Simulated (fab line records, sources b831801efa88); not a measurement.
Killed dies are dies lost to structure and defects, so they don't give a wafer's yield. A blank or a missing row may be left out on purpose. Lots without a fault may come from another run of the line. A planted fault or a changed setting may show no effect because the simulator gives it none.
Chamber matching | flow sky130 | SKY_FIELD_ISO_ETCH_15 on rie_diel-03: 4 sister chambers
The step etches the open film in CHF3/O2, stops on Si, target depth 180 nm, time 72 s. 8 wafers are shown with their chamber, then 8 later ones without.

WAFERS WITH THEIR CHAMBER
wafer  | chamber | run_length_s (s) | throttle_valve_pct (%)
L728.5 | 1       | 99.9             | 8.837
L730.3 | 3       | 99.8             | 8.848
L730.4 | 0       | 100.6            | 8.830
L732.2 | 3       | 100.2            | 8.847
L732.6 | 1       | 99.8             | 8.838
L739.1 | 0       | 100.9            | 8.839
L739.5 | 2       | 99.3             | 8.843
L743.1 | 2       | 99.7             | 8.837

WAFERS WITHOUT THEIR CHAMBER
wafer  | run_length_s (s) | throttle_valve_pct (%)
L743.4 | 100.1            | 8.855
L743.6 | 100.3            | 8.848
L747.2 | 99.4             | 8.853
L747.3 | 100.8            | 8.853
L747.6 | 100.3            | 8.844
L748.1 | 99.3             | 8.848
L748.2 | 99.9             | 8.834
L748.3 | 99.9             | 8.844

WHICH CHAMBER EACH WENT THROUGH
wafer  | from the rows above          | in truth
L743.4 | 3                            | 3
L743.6 | 3                            | 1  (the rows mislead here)
L747.2 | can't be placed: 3 or 2 or 1 | 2
L747.3 | can't be placed: 3 or 0      | 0
L747.6 | can't be placed: 3 or 1 or 0 | 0
L748.1 | can't be placed: 2 or 3 or 1 | 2
L748.2 | can't be placed: 1 or 2      | 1
L748.3 | can't be placed: 3 or 1 or 2 | 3
Placed correctly: 1 of 8. Can't be placed from these rows: 6 (the true chamber is among the candidates in 6). Placed wrongly: 1.
How it was worked out, from the rows above alone: a wafer's distance from a chamber is the root of the sum, over the readings, of the square of ((its reading less the chamber's mean) divided by the reading's scatter). The wafer belongs to the nearest chamber; if the next one is less than 2 further off, it can't be placed. A chamber's mean is the mean of its shown wafers. The scatter: the root of (the sum of the squares of (reading less its chamber's mean) over the shown wafers, divided by (wafers less chambers)).
